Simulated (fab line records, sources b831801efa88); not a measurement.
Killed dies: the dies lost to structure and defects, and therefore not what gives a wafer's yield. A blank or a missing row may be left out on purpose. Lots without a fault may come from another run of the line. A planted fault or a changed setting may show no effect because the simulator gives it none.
A struck lot beside a sound one | flow gf180mcu | 15 steps out of a route of 602
Sound: wafers L746.1, L746.2, L746.4. Wafers L752.1, L752.6 were the ones struck. The cause is named last.
For every step that has rows: the tool of each side, followed by ch and its chambers, followed by its first start. Under that, the readings that differ: sound wafers | struck wafers | difference of the means | sigmas: that difference in standard deviations of wafers without a fault.
alike: readings whose means differ by less than 2 such deviations, and words and numbers that are the same on both sides. not compared: withheld readings, readings that some wafer has no value for, bounds like >300 that may hide the same value, and numbers for which the record gives no deviation and whose values overlap.
A row with sigmas, a row that says differs or no value, or rows on one side alone: a step with any of these is where the two part. Numbers that don't overlap but have no deviation are shown without sigmas and don't part them. A reading that every wafer of one side lacks parts them only if that side has two wafers or more.

first, 5 steps without rows for these wafers: GF_V5_COAT_09 (resist thk 1000 nm); GF_V5_SOFTBAKE_10 (time 60 s); GF_V5_EXPOSE_11 (exposes mask Via5, target cd 260 nm); GF_V5_PEB_12 (peb time 90 s); GF_V5_DEVELOP_13 (develop time 60 s).
GF_V5_CD_MEAS_14: target cd 260 nm.
  sound on cd sem-02 at day 29 04:29; struck on cd sem-01 at day 31 01:08
  alike: cd nm
GF_V5_OVL_MEAS_15:
  sound on overlay-02 at day 29 04:36; struck on overlay-01 at day 31 01:15
  reading     | sound   | struck | difference | sigmas
  V5_OVL (nm) | -4 2 -4 | 7 21   | +16        | +2
GF_V5_ETCH_16: etches BARC in N2/H2.
  sound on rie diel-02 ch 1,2,3, day 29 04:38; struck on rie diel-02 ch 1,2, day 31 01:17
  alike: drypump motor current A, oes product au, throttle valve pct
GF_V5_ETCH_17: etches SiO2 in C4F8/O2/Ar, stops on TiN, target depth 855 nm.
  sound: rie diel-02 ch 1,2,3; struck: rie diel-02 ch 1,2
  alike: oes product au
GF_V5_STRIP_18: strips in O2/N2.
  sound on plasma asher-04 ch 0,1, day 29 04:47; struck on plasma asher-02 ch 0,1, day 31 01:26
  alike: drypump motor current A, heater power w, oes product au
  not compared: rf hours counter h
then, 2 steps without rows for these wafers: GF_V5_STRIP_19 (strips in post etch residue remover, time 1200 s); GF_V5_CLEAN_20 (cleans in DIW).
GF_V5_SPUTTER_21: material Ti, target thk 15 nm, time 80.02 s.
  sound on pvd sputter-02 at day 29 05:19; struck on pvd sputter-02 at day 31 01:58
  reading                               | sound             | struck      | difference | sigmas
  model.Ti_of_V5_SPUTTER_21.thk nm (nm) | 15.19 15.23 15.04 | 8.672 8.477 | -6.579     |
  alike: substrate temp c, throttle valve pct
GF_V5_SPUTTER_22: material TiN, target thk 10 nm, time 40 s.
  sound on pvd sputter-02 at day 29 05:23; struck on pvd sputter-02 at day 31 02:02
  alike: throttle valve pct
after that, 1 step had no rows for these wafers: GF_PASSIVATION_PROBE_99.

WHERE THEY PART
Only at GF_V5_OVL_MEAS_15, within this record. Later steps at which nothing parts them and some readings are alike: GF_V5_ETCH_16, GF_V5_ETCH_17, GF_V5_STRIP_18, GF_V5_SPUTTER_21, GF_V5_SPUTTER_22.

WHY: the cause the simulator had injected
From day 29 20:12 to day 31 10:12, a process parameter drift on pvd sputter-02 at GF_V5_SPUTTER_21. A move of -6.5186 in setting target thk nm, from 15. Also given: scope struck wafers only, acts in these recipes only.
